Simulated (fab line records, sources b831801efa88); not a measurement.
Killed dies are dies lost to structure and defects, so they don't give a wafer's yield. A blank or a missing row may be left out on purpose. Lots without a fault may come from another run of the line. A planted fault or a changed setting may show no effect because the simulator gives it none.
Problem report in the 8D (eight disciplines) form, filled by code | flow sky130 | the parts of the form that need people (team, actions taken, sign-off) are left out

1. THE PROBLEM
developer_temp_C at SKY_VIA4_DEVELOP_10 reads a mean of 25.29 C on 6 wafers of 2 lots; wafers without a fault read 23.00 C with a standard deviation of 0.11. That is +21 standard deviations from the usual mean.
The step: develop time 60 s.
First seen on wafer L758.2, day 48 04:34, on litho_track-04. The record holds 18 wafers of 6 lots with a number at this step. Rule for "out", or "out of limits": more than 4 standard deviations from the usual mean. The other wafers with a number count as sound.

2. WHAT IT IS AND WHAT IT IS NOT
question                    | is                     | is not
which readings at this step | developer_temp_C       | -
which lots                  | L758, L759             | L746, L747, L748, L760
which wafers of those lots  | all that have a number | -
read on which tools         | litho_track-04         | litho_track-02, litho_track-03
when                        | from day 48 04:34      | up to then (9 sound wafers); but 3 sound wafers of L760 came after

3. SUSPECTS, AND WHAT RULES EACH OUT
Counting: a tool at a process step up to the reading stays a suspect if it ran every lot that is out and no sound lot after the first of them.
- litho_track-04 at SKY_VIA4_DEVELOP_10 (develop time 60 s): kept. It ran every lot that is out, first L758 (day 48 04:34), and no sound lot after that; its last sound lot up to then is L747 (day 45 14:26). Its own readings are out on those wafers: developer_temp_C.
Left after counting: litho_track-04 at SKY_VIA4_DEVELOP_10.

4. THE CAUSE (what the simulator had put in)
Process parameter drift: litho_track-04, from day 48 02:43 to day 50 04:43, at SKY_VIA4_DEVELOP_10. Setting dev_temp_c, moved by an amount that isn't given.
Counting left only this tool.

5. THE CHAIN OF EFFECTS, in route order
Each row: a reading whose mean over the struck wafers that have a number lies more than 3 standard deviations from the usual. Only readings for which the record gives a usual standard deviation are gone through. hours: the time from each lot's start at the first step in this table that gives one to its start at this step, as a median over the lots. sigmas: the change in usual standard deviations.
hours | step                | reading          | usual   | on struck wafers | change | sigmas
0     | SKY_VIA4_DEVELOP_10 | developer_temp_C | 23.00 C | 25.29            | +2.29  | +21
The process steps in it:
- SKY_VIA4_DEVELOP_10: develop time 60 s.
Later measuring or inspecting steps at which every struck wafer that the step has a row for has a number for every such reading, and none has moved that far: SKY_VIA4_OVL_MEAS_11.

6. WHAT WOULD HAVE CAUGHT IT SOONER
In this record the first reading out of limits was taken at day 48 04:34, 2 hours after the fault began at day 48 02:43.
